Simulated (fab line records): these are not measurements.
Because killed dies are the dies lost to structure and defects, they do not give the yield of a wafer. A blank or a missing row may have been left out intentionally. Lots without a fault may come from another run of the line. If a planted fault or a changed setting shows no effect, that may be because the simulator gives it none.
Which tool did it? :: flow sfqLine :: 42 wafers from 14 lots sampled at 6 of the route's 325 steps

== WHAT THE GAUGES READ, wafer by wafer ==
Not one reading of a measure or inspect step in the record can be checked against a usual standard deviation.

== EACH LOT AND THE TOOL THAT RAN IT (in order: tool; ch and the chambers of the sampled wafers; start) ==
lot: L326
SFQ_TRILAYER_L0_STRIP_STRIP_009: rieMetal-02 ch 0,1, day 4 13:29
SFQ_TRILAYER_M0_BARC_OPEN_METAL_ETCH_031: rieMetal-02 ch 0,1, day 12 13:11
SFQ_TRILAYER_M0_ETCH_METAL_ETCH_024: rieMetal-02 ch 0,1, day 12 13:16
SFQ_TRILAYER_M0_STRIP_STRIP_025: rieMetal-02 ch 0,1, day 12 13:32
SFQ_TRILAYER_I0_VIA_LITHO_EXPOSE_032: krfScanner-01 ch 0, day 17 14:07
SFQ_TRILAYER_M1_DEP_SPUTTER_037: pvdSputter-05, day 17 16:13

lot: L327
SFQ_TRILAYER_L0_STRIP_STRIP_009: rieMetal-01 ch 0,1, day 4 20:41
SFQ_TRILAYER_M0_BARC_OPEN_METAL_ETCH_031: rieMetal-04 ch 0,1, day 13 01:11
SFQ_TRILAYER_M0_ETCH_METAL_ETCH_024: rieMetal-04 ch 0,1, day 13 01:16
SFQ_TRILAYER_M0_STRIP_STRIP_025: rieMetal-04 ch 0,1, day 13 01:32
SFQ_TRILAYER_I0_VIA_LITHO_EXPOSE_032: krfScanner-02 ch 0, day 18 20:10
SFQ_TRILAYER_M1_DEP_SPUTTER_037: pvdSputter-03, day 18 22:55

lot: L329
SFQ_TRILAYER_L0_STRIP_STRIP_009: rieMetal-03 ch 0,1, day 5 07:36
SFQ_TRILAYER_M0_BARC_OPEN_METAL_ETCH_031: rieMetal-02 ch 0, day 13 14:24
SFQ_TRILAYER_M0_ETCH_METAL_ETCH_024: rieMetal-02 ch 0, day 13 14:34
SFQ_TRILAYER_M0_STRIP_STRIP_025: rieMetal-02 ch 0, day 13 15:08
SFQ_TRILAYER_I0_VIA_LITHO_EXPOSE_032: krfScanner-02 ch 0, day 19 08:10
SFQ_TRILAYER_M1_DEP_SPUTTER_037: pvdSputter-03, day 19 10:17

lot: L330
SFQ_TRILAYER_L0_STRIP_STRIP_009: rieMetal-02 ch 0,1, day 5 15:48
SFQ_TRILAYER_M0_BARC_OPEN_METAL_ETCH_031: rieMetal-03 ch 0,1, day 14 02:10
SFQ_TRILAYER_M0_ETCH_METAL_ETCH_024: rieMetal-03 ch 0,1, day 14 02:14
SFQ_TRILAYER_M0_STRIP_STRIP_025: rieMetal-03 ch 0,1, day 14 02:21
SFQ_TRILAYER_I0_VIA_LITHO_EXPOSE_032: krfScanner-02 ch 0, day 19 16:22
SFQ_TRILAYER_M1_DEP_SPUTTER_037: pvdSputter-05, day 19 18:39

lot: L332
SFQ_TRILAYER_L0_STRIP_STRIP_009: rieMetal-03 ch 0,1, day 6 03:48
SFQ_TRILAYER_M0_BARC_OPEN_METAL_ETCH_031: rieMetal-04 ch 0,1, day 14 20:10
SFQ_TRILAYER_M0_ETCH_METAL_ETCH_024: rieMetal-04 ch 0,1, day 14 20:14
SFQ_TRILAYER_M0_STRIP_STRIP_025: rieMetal-04 ch 0,1, day 14 20:21
SFQ_TRILAYER_I0_VIA_LITHO_EXPOSE_032: krfScanner-01 ch 0, day 20 12:18
SFQ_TRILAYER_M1_DEP_SPUTTER_037: pvdSputter-05, day 20 14:49

lot: L335
SFQ_TRILAYER_L0_STRIP_STRIP_009: rieMetal-02 ch 0,1, day 6 22:19
SFQ_TRILAYER_M0_BARC_OPEN_METAL_ETCH_031: rieMetal-03 ch 0,1, day 15 16:57
SFQ_TRILAYER_M0_ETCH_METAL_ETCH_024: rieMetal-03 ch 0,1, day 15 17:01
SFQ_TRILAYER_M0_STRIP_STRIP_025: rieMetal-03 ch 0,1, day 15 17:08
SFQ_TRILAYER_I0_VIA_LITHO_EXPOSE_032: krfScanner-01 ch 0, day 21 16:39
SFQ_TRILAYER_M1_DEP_SPUTTER_037: pvdSputter-04, day 21 19:08

lot: L336
SFQ_TRILAYER_L0_STRIP_STRIP_009: rieMetal-01 ch 0,1, day 7 05:31
SFQ_TRILAYER_M0_BARC_OPEN_METAL_ETCH_031: rieMetal-03 ch 0,1, day 16 00:09
SFQ_TRILAYER_M0_ETCH_METAL_ETCH_024: rieMetal-03 ch 0,1, day 16 00:13
SFQ_TRILAYER_M0_STRIP_STRIP_025: rieMetal-03 ch 0,1, day 16 00:20
SFQ_TRILAYER_I0_VIA_LITHO_EXPOSE_032: krfScanner-01 ch 0, day 21 23:51
SFQ_TRILAYER_M1_DEP_SPUTTER_037: pvdSputter-03, day 22 02:20

lot: L337
SFQ_TRILAYER_L0_STRIP_STRIP_009: rieMetal-02 ch 0,1, day 7 09:19
SFQ_TRILAYER_M0_BARC_OPEN_METAL_ETCH_031: rieMetal-04 ch 0,1, day 16 02:34
SFQ_TRILAYER_M0_ETCH_METAL_ETCH_024: rieMetal-04 ch 0,1, day 16 02:39
SFQ_TRILAYER_M0_STRIP_STRIP_025: rieMetal-04 ch 0,1, day 16 02:56
SFQ_TRILAYER_I0_VIA_LITHO_EXPOSE_032: krfScanner-01 ch 0, day 22 03:51
SFQ_TRILAYER_M1_DEP_SPUTTER_037: pvdSputter-05, day 22 05:56

lot: L339
SFQ_TRILAYER_L0_STRIP_STRIP_009: rieMetal-01 ch 1, day 7 23:31
SFQ_TRILAYER_M0_BARC_OPEN_METAL_ETCH_031: rieMetal-02 ch 0,1, day 17 05:39
SFQ_TRILAYER_M0_ETCH_METAL_ETCH_024: rieMetal-02 ch 0,1, day 17 05:43
SFQ_TRILAYER_M0_STRIP_STRIP_025: rieMetal-02 ch 0,1, day 17 05:50
SFQ_TRILAYER_I0_VIA_LITHO_EXPOSE_032: krfScanner-01 ch 0, day 23 03:27
SFQ_TRILAYER_M1_DEP_SPUTTER_037: pvdSputter-05, day 23 05:56

lot: L340
SFQ_TRILAYER_L0_STRIP_STRIP_009: rieMetal-01 ch 0,1, day 8 07:55
SFQ_TRILAYER_M0_BARC_OPEN_METAL_ETCH_031: rieMetal-02 ch 1, day 17 10:27
SFQ_TRILAYER_M0_ETCH_METAL_ETCH_024: rieMetal-02 ch 1, day 17 10:31
SFQ_TRILAYER_M0_STRIP_STRIP_025: rieMetal-02 ch 1, day 17 10:38
SFQ_TRILAYER_I0_VIA_LITHO_EXPOSE_032: krfScanner-01, day 23 09:39
SFQ_TRILAYER_M1_DEP_SPUTTER_037: pvdSputter-03, day 23 11:56

lot: L341
SFQ_TRILAYER_L0_STRIP_STRIP_009: rieMetal-01 ch 0, day 8 15:49
SFQ_TRILAYER_M0_BARC_OPEN_METAL_ETCH_031: rieMetal-04 ch 0,1, day 17 16:28
SFQ_TRILAYER_M0_ETCH_METAL_ETCH_024: rieMetal-04 ch 0,1, day 17 16:33
SFQ_TRILAYER_M0_STRIP_STRIP_025: rieMetal-04 ch 0,1, day 17 16:50
SFQ_TRILAYER_I0_VIA_LITHO_EXPOSE_032: krfScanner-01, day 23 13:39
SFQ_TRILAYER_M1_DEP_SPUTTER_037: pvdSputter-04, day 23 15:34

lot: L342
SFQ_TRILAYER_L0_STRIP_STRIP_009: rieMetal-01 ch 0, day 9 00:49
SFQ_TRILAYER_M0_BARC_OPEN_METAL_ETCH_031: rieMetal-04 ch 0, day 18 10:29
SFQ_TRILAYER_M0_ETCH_METAL_ETCH_024: rieMetal-04 ch 0, day 18 10:33
SFQ_TRILAYER_M0_STRIP_STRIP_025: rieMetal-04 ch 0, day 18 10:41
SFQ_TRILAYER_I0_VIA_LITHO_EXPOSE_032: krfScanner-01 ch 0, day 24 02:15
SFQ_TRILAYER_M1_DEP_SPUTTER_037: pvdSputter-04, day 24 04:44

lot: L347
SFQ_TRILAYER_L0_STRIP_STRIP_009: rieMetal-01 ch 0,1, day 10 04:54
SFQ_TRILAYER_M0_BARC_OPEN_METAL_ETCH_031: rieMetal-03 ch 0,1, day 20 03:03
SFQ_TRILAYER_M0_ETCH_METAL_ETCH_024: rieMetal-03 ch 0,1, day 20 03:08
SFQ_TRILAYER_M0_STRIP_STRIP_025: rieMetal-03 ch 0,1, day 20 03:25
SFQ_TRILAYER_I0_VIA_LITHO_EXPOSE_032: krfScanner-02 ch 0, day 26 02:20
SFQ_TRILAYER_M1_DEP_SPUTTER_037: pvdSputter-04, day 26 04:37

lot: L348
SFQ_TRILAYER_L0_STRIP_STRIP_009: rieMetal-03 ch 1, day 10 10:42
SFQ_TRILAYER_M0_BARC_OPEN_METAL_ETCH_031: rieMetal-02 ch 0,1, day 20 11:26
SFQ_TRILAYER_M0_ETCH_METAL_ETCH_024: rieMetal-02 ch 0,1, day 20 11:29
SFQ_TRILAYER_M0_STRIP_STRIP_025: rieMetal-02 ch 0,1, day 20 11:37
SFQ_TRILAYER_I0_VIA_LITHO_EXPOSE_032: krfScanner-02 ch 0, day 26 20:08
SFQ_TRILAYER_M1_DEP_SPUTTER_037: pvdSputter-04, day 26 22:26
- SFQ_TRILAYER_L0_STRIP_STRIP_009: strips in O2.
- SFQ_TRILAYER_M0_BARC_OPEN_METAL_ETCH_031: etches BARC in O2, target depth 125 nm, time 41.7 s.
- SFQ_TRILAYER_M0_ETCH_METAL_ETCH_024: etches Nb in Cl2/Ar, stops on SiO2, target depth 240 nm, time 120 s.
- SFQ_TRILAYER_M0_STRIP_STRIP_025: strips in O2.
- SFQ_TRILAYER_I0_VIA_LITHO_EXPOSE_032: exposes mask I0, target cd 500 nm.
- SFQ_TRILAYER_M1_DEP_SPUTTER_037: material Nb, target thk 200 nm, time 133.3 s.

== AS READ BY THE TOOLS THEMSELVES (means over the sampled wafers that have a number; for cases with no such wafer, the mark the record gives instead) ==
SFQ_TRILAYER_L0_STRIP_STRIP_009.
lot: L326
tool: rieMetal-02
drypumpMotorCurrentA (A): 6.31
oesProductAu (a.u.): 1.009

lot: L327
tool: rieMetal-01
drypumpMotorCurrentA (A): 5.76
oesProductAu (a.u.): 0.989

lot: L329
tool: rieMetal-03
drypumpMotorCurrentA (A): 6.12
oesProductAu (a.u.): 0.994

lot: L330
tool: rieMetal-02
drypumpMotorCurrentA (A): 6.27
oesProductAu (a.u.): 1.008

lot: L332
tool: rieMetal-03
drypumpMotorCurrentA (A): 6.12
oesProductAu (a.u.): 0.998

lot: L335
tool: rieMetal-02
drypumpMotorCurrentA (A): 6.31
oesProductAu (a.u.): 1.000

lot: L336
tool: rieMetal-01
drypumpMotorCurrentA (A): 5.74
oesProductAu (a.u.): 0.996

lot: L337
tool: rieMetal-02
drypumpMotorCurrentA (A): 6.29
oesProductAu (a.u.): 1.008

lot: L339
tool: rieMetal-01
drypumpMotorCurrentA (A): 5.82
oesProductAu (a.u.): 0.987

lot: L340
tool: rieMetal-01
drypumpMotorCurrentA (A): 5.74
oesProductAu (a.u.): 0.996

lot: L341
tool: rieMetal-01
drypumpMotorCurrentA (A): 5.71
oesProductAu (a.u.): 1.000

lot: L342
tool: rieMetal-01
drypumpMotorCurrentA (A): 5.71
oesProductAu (a.u.): 1.004

lot: L347
tool: rieMetal-01
drypumpMotorCurrentA (A): 5.79
oesProductAu (a.u.): 0.991

lot: L348
tool: rieMetal-03
drypumpMotorCurrentA (A): 6.32
oesProductAu (a.u.): 1.010

SFQ_TRILAYER_M0_BARC_OPEN_METAL_ETCH_031.
lot: L326
tool: rieMetal-02
biasW (W): 80.00
chamberPressureMTorr (mTorr): 9.993
drypumpMotorCurrentA (A): 6.3
oesProductAu (a.u.): 0.685

lot: L327
tool: rieMetal-04
biasW (W): 80.11
chamberPressureMTorr (mTorr): 9.994
drypumpMotorCurrentA (A): 5.4
oesProductAu (a.u.): 0.686

lot: L329
tool: rieMetal-02
biasW (W): 80.23
chamberPressureMTorr (mTorr): 10.003
drypumpMotorCurrentA (A): 6.4
oesProductAu (a.u.): 0.688

lot: L330
tool: rieMetal-03
biasW (W): 79.88
chamberPressureMTorr (mTorr): 9.994
drypumpMotorCurrentA (A): 6.1
oesProductAu (a.u.): 0.686

lot: L332
tool: rieMetal-04
biasW (W): 79.76
chamberPressureMTorr (mTorr): 10.006
drypumpMotorCurrentA (A): 5.4
oesProductAu (a.u.): 0.683

lot: L335
tool: rieMetal-03
biasW (W): 80.03
chamberPressureMTorr (mTorr): 9.995
drypumpMotorCurrentA (A): 5.9
oesProductAu (a.u.): 0.683

lot: L336
tool: rieMetal-03
biasW (W): 80.02
chamberPressureMTorr (mTorr): 10.000
drypumpMotorCurrentA (A): 5.9
oesProductAu (a.u.): 0.689

lot: L337
tool: rieMetal-04
biasW (W): 79.79
chamberPressureMTorr (mTorr): 10.001
drypumpMotorCurrentA (A): 5.6
oesProductAu (a.u.): 0.689

lot: L339
tool: rieMetal-02
biasW (W): 80.24
chamberPressureMTorr (mTorr): 9.999
drypumpMotorCurrentA (A): 6.3
oesProductAu (a.u.): 0.687

lot: L340
tool: rieMetal-02
biasW (W): -
chamberPressureMTorr (mTorr): -
drypumpMotorCurrentA (A): -
oesProductAu (a.u.): -

lot: L341
tool: rieMetal-04
biasW (W): -
chamberPressureMTorr (mTorr): -
drypumpMotorCurrentA (A): -
oesProductAu (a.u.): -

lot: L342
tool: rieMetal-04
biasW (W): 79.88
chamberPressureMTorr (mTorr): 9.998
drypumpMotorCurrentA (A): 5.3
oesProductAu (a.u.): 0.684

lot: L347
tool: rieMetal-03
biasW (W): 80.20
chamberPressureMTorr (mTorr): 10.010
drypumpMotorCurrentA (A): 5.9
oesProductAu (a.u.): 0.680

lot: L348
tool: rieMetal-02
biasW (W): 79.76
chamberPressureMTorr (mTorr): 9.998
drypumpMotorCurrentA (A): 6.3
oesProductAu (a.u.): 0.686

SFQ_TRILAYER_M0_ETCH_METAL_ETCH_024.
lot: L326
tool: rieMetal-02
biasW (W): 80.25
chamberPressureMTorr (mTorr): 9.998
drypumpMotorCurrentA (A): 6.3
oesProductAu (a.u.): 0.892

lot: L327
tool: rieMetal-04
biasW (W): 80.29
chamberPressureMTorr (mTorr): 9.999
drypumpMotorCurrentA (A): 5.5
oesProductAu (a.u.): 0.890

lot: L329
tool: rieMetal-02
biasW (W): 79.89
chamberPressureMTorr (mTorr): 10.004
drypumpMotorCurrentA (A): 6.4
oesProductAu (a.u.): 0.899

lot: L330
tool: rieMetal-03
biasW (W): 80.18
chamberPressureMTorr (mTorr): 10.002
drypumpMotorCurrentA (A): 6.1
oesProductAu (a.u.): 0.894

lot: L332
tool: rieMetal-04
biasW (W): 79.92
chamberPressureMTorr (mTorr): 9.995
drypumpMotorCurrentA (A): 5.5
oesProductAu (a.u.): 0.894

lot: L335
tool: rieMetal-03
biasW (W): 80.09
chamberPressureMTorr (mTorr): 10.002
drypumpMotorCurrentA (A): 5.9
oesProductAu (a.u.): 0.893

lot: L336
tool: rieMetal-03
biasW (W): 80.16
chamberPressureMTorr (mTorr): 10.005
drypumpMotorCurrentA (A): 5.9
oesProductAu (a.u.): 0.889

lot: L337
tool: rieMetal-04
biasW (W): 80.03
chamberPressureMTorr (mTorr): 9.995
drypumpMotorCurrentA (A): 5.7
oesProductAu (a.u.): 0.889

lot: L339
tool: rieMetal-02
biasW (W): 80.03
chamberPressureMTorr (mTorr): 10.005
drypumpMotorCurrentA (A): 6.3
oesProductAu (a.u.): 0.890

lot: L340
tool: rieMetal-02
biasW (W): 80.06
chamberPressureMTorr (mTorr): 9.993
drypumpMotorCurrentA (A): 6.2
oesProductAu (a.u.): 0.375

lot: L341
tool: rieMetal-04
biasW (W): 79.87
chamberPressureMTorr (mTorr): 9.990
drypumpMotorCurrentA (A): 5.4
oesProductAu (a.u.): 0.373

lot: L342
tool: rieMetal-04
biasW (W): 80.12
chamberPressureMTorr (mTorr): 10.002
drypumpMotorCurrentA (A): 5.3
oesProductAu (a.u.): 0.901

lot: L347
tool: rieMetal-03
biasW (W): 79.72
chamberPressureMTorr (mTorr): 10.001
drypumpMotorCurrentA (A): 5.9
oesProductAu (a.u.): 0.890

lot: L348
tool: rieMetal-02
biasW (W): 79.87
chamberPressureMTorr (mTorr): 9.998
drypumpMotorCurrentA (A): 6.3
oesProductAu (a.u.): 0.892

SFQ_TRILAYER_M0_STRIP_STRIP_025.
lot: L326
tool: rieMetal-02
drypumpMotorCurrentA (A): 6.3
oesProductAu (a.u.): 1.010

lot: L327
tool: rieMetal-04
drypumpMotorCurrentA (A): 5.5
oesProductAu (a.u.): 1.005

lot: L329
tool: rieMetal-02
drypumpMotorCurrentA (A): 6.4
oesProductAu (a.u.): 1.000

lot: L330
tool: rieMetal-03
drypumpMotorCurrentA (A): 6.1
oesProductAu (a.u.): 0.997

lot: L332
tool: rieMetal-04
drypumpMotorCurrentA (A): 5.5
oesProductAu (a.u.): 0.994

lot: L335
tool: rieMetal-03
drypumpMotorCurrentA (A): 5.9
oesProductAu (a.u.): 1.003

lot: L336
tool: rieMetal-03
drypumpMotorCurrentA (A): 5.9
oesProductAu (a.u.): 1.007

lot: L337
tool: rieMetal-04
drypumpMotorCurrentA (A): 5.6
oesProductAu (a.u.): 1.000

lot: L339
tool: rieMetal-02
drypumpMotorCurrentA (A): 6.3
oesProductAu (a.u.): 0.997

lot: L340
tool: rieMetal-02
drypumpMotorCurrentA (A): 6.2
oesProductAu (a.u.): 1.008

lot: L341
tool: rieMetal-04
drypumpMotorCurrentA (A): 5.5
oesProductAu (a.u.): 1.002

lot: L342
tool: rieMetal-04
drypumpMotorCurrentA (A): 5.3
oesProductAu (a.u.): 0.999

lot: L347
tool: rieMetal-03
drypumpMotorCurrentA (A): 5.9
oesProductAu (a.u.): 0.994

lot: L348
tool: rieMetal-02
drypumpMotorCurrentA (A): 6.3
oesProductAu (a.u.): 1.006

SFQ_TRILAYER_I0_VIA_LITHO_EXPOSE_032.
lot: L326
tool: krfScanner-01
exposureDoseMJCm2: 21.265
focusOffsetNm (nm): 0.3
reticleTempC (C): 22.92

lot: L327
tool: krfScanner-02
exposureDoseMJCm2: 21.308
focusOffsetNm (nm): 0.1
reticleTempC (C): 23.01

lot: L329
tool: krfScanner-02
exposureDoseMJCm2: 21.302
focusOffsetNm (nm): 0.2
reticleTempC (C): 23.04

lot: L330
tool: krfScanner-02
exposureDoseMJCm2: 21.307
focusOffsetNm (nm): -0.4
reticleTempC (C): 23.16

lot: L332
tool: krfScanner-01
exposureDoseMJCm2: 21.310
focusOffsetNm (nm): 0.2
reticleTempC (C): 23.03

lot: L335
tool: krfScanner-01
exposureDoseMJCm2: 21.306
focusOffsetNm (nm): 0.2
reticleTempC (C): 22.86

lot: L336
tool: krfScanner-01
exposureDoseMJCm2: 21.320
focusOffsetNm (nm): -0.9
reticleTempC (C): 23.02

lot: L337
tool: krfScanner-01
exposureDoseMJCm2: 21.306
focusOffsetNm (nm): -0.8
reticleTempC (C): 23.06

lot: L339
tool: krfScanner-01
exposureDoseMJCm2: 21.292
focusOffsetNm (nm): -0.1
reticleTempC (C): 22.98

lot: L340
tool: krfScanner-01
exposureDoseMJCm2: -
focusOffsetNm (nm): -
reticleTempC (C): -

lot: L341
tool: krfScanner-01
exposureDoseMJCm2: -
focusOffsetNm (nm): -
reticleTempC (C): -

lot: L342
tool: krfScanner-01
exposureDoseMJCm2: 21.348
focusOffsetNm (nm): 0.2
reticleTempC (C): 22.85

lot: L347
tool: krfScanner-02
exposureDoseMJCm2: 21.343
focusOffsetNm (nm): -0.2
reticleTempC (C): 22.96

lot: L348
tool: krfScanner-02
exposureDoseMJCm2: 21.319
focusOffsetNm (nm): -0.6
reticleTempC (C): 23.04

SFQ_TRILAYER_M1_DEP_SPUTTER_037.
lot: L326
tool: pvdSputter-05
substrateTempC (C): 19.99
throttleValvePct (%): 30.2

lot: L327
tool: pvdSputter-03
substrateTempC (C): 19.98
throttleValvePct (%): 30.0

lot: L329
tool: pvdSputter-03
substrateTempC (C): 19.97
throttleValvePct (%): 30.1

lot: L330
tool: pvdSputter-05
substrateTempC (C): 19.98
throttleValvePct (%): 30.5

lot: L332
tool: pvdSputter-05
substrateTempC (C): 20.06
throttleValvePct (%): 30.8

lot: L335
tool: pvdSputter-04
substrateTempC (C): 19.94
throttleValvePct (%): 29.8

lot: L336
tool: pvdSputter-03
substrateTempC (C): 20.06
throttleValvePct (%): 30.2

lot: L337
tool: pvdSputter-05
substrateTempC (C): 19.91
throttleValvePct (%): 30.9

lot: L339
tool: pvdSputter-05
substrateTempC (C): 19.96
throttleValvePct (%): 30.1

lot: L340
tool: pvdSputter-03
substrateTempC (C): 20.01
throttleValvePct (%): 30.1

lot: L341
tool: pvdSputter-04
substrateTempC (C): 20.02
throttleValvePct (%): 30.5

lot: L342
tool: pvdSputter-04
substrateTempC (C): 20.08
throttleValvePct (%): 29.9

lot: L347
tool: pvdSputter-04
substrateTempC (C): 20.06
throttleValvePct (%): 29.1

lot: L348
tool: pvdSputter-04
substrateTempC (C): 20.10
throttleValvePct (%): 30.5

== THE ANSWER, worked out from the rows above alone ==
Rule: usual is defined by the lots themselves. Put in order of their means at a reading, lots are off if they are a third of the lots or fewer, leave a main group of 4 or more, and stand apart from it by a gap of 3 or more times the standard deviation of the main group's means; of several such gaps the widest counts. Not used: any main group whose means are identical at the precision the tables above print for the reading. Also off: a lot with no number at a reading for which 4 or more lots have one. Where the step has rows for the other lots, those lots are counted as sound. After the gauges, taken in route order, come the tools' own readings; for these a lot's mean is taken, as printed above. The first step at which some lot is off is used, and at that step the reading that is off furthest; a lot without a number counts as furthest.
Off: L340, L341, at SFQ_TRILAYER_M0_BARC_OPEN_METAL_ETCH_031 (biasW). Without a number there: L340, L341. The main group: mean 79.99 W, standard deviation 0.17.
A tool fits if, at that step or a process step before it, it ran every lot that is off, and no sound lot after the first of them. Of those tried, none fits.

== WHAT WAS PUT IN BY THE SIMULATOR ==
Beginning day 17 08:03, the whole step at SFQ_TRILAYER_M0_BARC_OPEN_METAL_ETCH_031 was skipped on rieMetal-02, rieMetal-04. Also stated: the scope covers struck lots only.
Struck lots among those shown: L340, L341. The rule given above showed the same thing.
